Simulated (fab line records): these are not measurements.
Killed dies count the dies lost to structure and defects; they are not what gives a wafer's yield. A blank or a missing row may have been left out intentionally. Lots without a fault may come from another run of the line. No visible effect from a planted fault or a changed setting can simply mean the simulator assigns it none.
A struck lot beside a sound one || flow sky130 || 15 out of 708 route steps
Sound: the wafers L348.1, L348.2, L348.3. Wafers L364.2, L364.5, L364.6 were the ones struck. The cause is named last.
At each step with rows: each side's tool, then ch and its chambers, then its first start. Under that, the readings that differ: sound wafers || struck wafers || difference of the means || sigmas: that difference in standard deviations of wafers without a fault.
alike: a reading whose means differ by less than 2 such deviations, as well as words and numbers matching on both sides. not compared: withheld readings; readings where some wafer has no value; bounds like >300 that might hide an equal value; numbers whose values overlap and for which the record gives no deviation.
Wherever a step has rows on one side only, a row that says differs or no value, or a row with sigmas, the two part there. Non-overlapping numbers with no deviation appear without sigmas and do not part them. Lack of a reading on every wafer of one side parts them only where that side has two or more wafers.

SKY_CAPM_METAL_ETCH_13: etches TiN in Cl2/BCl3, stops on SiO2, target depth 220 nm, time 62.9 s.
  sound on rie_metal-01 ch 0,1, day 39 08:48; struck on rie_metal-03 ch 0,1, day 44 10:57
  alike: bcl3_flow_sccm, bias_w, drypump_motor_current_A, oes_product_au, throttle_valve_pct
  not compared: rf_hours_counter_h
SKY_CAPM_STRIP_14: strips in O2/N2.
  sound on plasma_asher-02 ch 0,1, day 39 08:53; struck on plasma_asher-03 ch 0,1, day 44 11:02
  alike: drypump_motor_current_A, oes_product_au, strip_time_to_endpoint_s
  not compared: rf_hours_counter_h
then, 10 steps without rows for these wafers: SKY_CAPM_STRIP_15 (strips in post etch residue remover, time 1200 s); SKY_CAPM_CLEAN_16 (cleans in IPA, time 180 s); SKY_CAPM_CLEAN_17 (cleans in O3/DIW); SKY_METAL3_DEHYDRATE_05 (time 60 s); SKY_METAL3_HMDS_06 (prime time 60 s); SKY_METAL3_COAT_07 (resist thk 60 nm); SKY_METAL3_COAT_08 (resist thk 1140 nm); SKY_METAL3_SOFTBAKE_09 (time 90 s); SKY_METAL3_EXPOSE_10 (exposes mask MM3, target cd 300 nm); SKY_METAL3_PEB_11.
SKY_METAL3_DEVELOP_12: develop time 60 s.
  sound on litho_track-03 ch 0, day 40 10:00; struck on litho_track-03 ch 0, day 45 09:00
{"reading": "developer_temp_C (C)", "sound": "20.94 21.06 21.06", "struck": "21.56 21.68 21.49", "difference": "+0.56", "sigmas": "+5"}
  alike: resist_line_temp_C
SKY_METAL3_CD_MEAS_13: the cd target is 300 nm.
  sound on cd_sem-02, day 40 10:31; struck on cd_sem-01, day 45 09:50
  alike: cd_nm
-- the record jumps here: 6 days lie between the struck wafers' starts before and after (it left off in module METAL3 and takes up again in module PAD_OPEN, whose first step shown is number 708 of the route) --
SKY_PAD_OPEN_PROBE_99:
  sound on prober-01, day 47 12:31; struck on prober-02, day 51 08:43
{"reading": "sort_bin_5_function (%)", "sound": "12.4 14.2 11.2", "struck": "10.0 9.3 8.7", "difference": -3.3, "sigmas": -2}
  alike: defect_limited_yield, killed_at_M0_to_M3, killed_at_M4_up, killed_at_contacts, killed_at_front_end, killed_at_other, killed_dies, killed_open, killed_short, sort_bin_3_pad_short, sort_bin_6_memory, sort_n_pass, sort_yield_pct

WHERE THEY PART
Last at SKY_PAD_OPEN_PROBE_99 as far as this record goes, first at SKY_METAL3_DEVELOP_12.

WHY: the cause the simulator had injected
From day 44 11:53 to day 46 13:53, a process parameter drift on litho_track-03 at SKY_METAL3_DEVELOP_12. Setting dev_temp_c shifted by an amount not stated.
